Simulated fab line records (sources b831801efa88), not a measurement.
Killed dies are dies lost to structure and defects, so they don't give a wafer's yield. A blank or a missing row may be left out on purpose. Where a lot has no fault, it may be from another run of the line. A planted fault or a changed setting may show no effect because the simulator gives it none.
One fault seen from 2 desks ; flow sky130 ; each desk holds nothing but its own numbers, with what lay behind them at the end

## AT THE METROLOGY DESK
Lot by lot, what the gauges showed, no matter which tool ran the lot: averages of those sampled wafers that carry a number. Marked OUT: a lot whose mean sits more than 4 standard deviations from the usual mean, which makes it out of limits; the brackets give that distance.
Columns: A = LDD_HVN_TW at SKY_LDD_HVN_TW_MEAS_10, usual 1432; B = LOCAL_INTERCONNECT_OVL at SKY_LOCAL_INTERCONNECT_OVL_MEAS_12, usual 3 nm
lot;first seen here;A;B
L767;day 20 15:20;1444;3
L768;day 21 07:07;1419;-2
L769;day 21 19:57;1421;3
L770;day 22 03:16;1440;7
L772;day 22 18:40;1422;2
L773;day 23 01:05;1438;4
L774;day 23 12:28;1415;0
L775;day 23 20:10;1441;5
L776;day 24 12:15;1448;2
L779;day 25 12:11;1426;2
L780;day 25 16:24;30 (-99 or more) OUT;12
L788;day 27 22:36;1449;4
L789;day 28 16:12;1413;3
Finding of this desk: L780 out of limits, first seen on L780 at day 25 16:24 (LDD_HVN_TW at SKY_LDD_HVN_TW_MEAS_10). L767, L768, L769, L770, L772, L773, L774, L775, L776, L779, L788, L789 stayed within limits.

## TOOL OWNER'S DESK, plasma-asher-02
The tool's own readings at SKY_LDD_P_STRIP_10 (strips in O2/N2): means of the sampled wafers that have a number, for each lot that ran on this tool. Marked OUT: a lot whose mean sits more than 4 standard deviations from the usual mean, which makes it out of limits; the brackets give that distance.
Columns: A = drypump-motor-current-A at SKY_LDD_P_STRIP_10, usual 6.0 A; B = oes-product-au at SKY_LDD_P_STRIP_10, usual 0.716 a.u.; C = strip-time-to-endpoint-s at SKY_LDD_P_STRIP_10, usual 14.19 s
lot;first seen here;A;B;C
L767;day 19 08:14;6.3;0.716;14.26
L769;day 20 12:29;6.3;0.717;14.22
L772;day 21 12:17;6.3;0.715;14.20
L775;day 22 14:13;6.3;0.714;14.17
L779;day 24 06:42;6.0;0.714;14.19
L780;day 24 10:06;6.0;0.942 (+49) OUT;-
L788;day 26 18:18;5.8;0.712;14.18
This desk's finding: out of limits on L780; first on L780, day 24 10:06 (oes-product-au at SKY_LDD_P_STRIP_10). L767, L769, L772, L775, L779, L788 stayed within limits.

## BROUGHT TOGETHER
An alarm could have come from the tool owner's desk at day 24 10:06, on L780.
Metrology desk: alarm possible at day 25 16:24 on L780.
Of the lots named, all ran SKY_LDD_P_STRIP_10 on plasma-asher-02.

## WHAT WAS PUT IN BY THE SIMULATOR
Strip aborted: plasma-asher-02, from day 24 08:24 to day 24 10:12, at SKY_LDD_P_STRIP_10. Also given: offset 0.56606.
Lots struck among those shown: L780.
Fault start to first reading out of limits, in hours, per desk: tool owner, 2; metrology, 32.
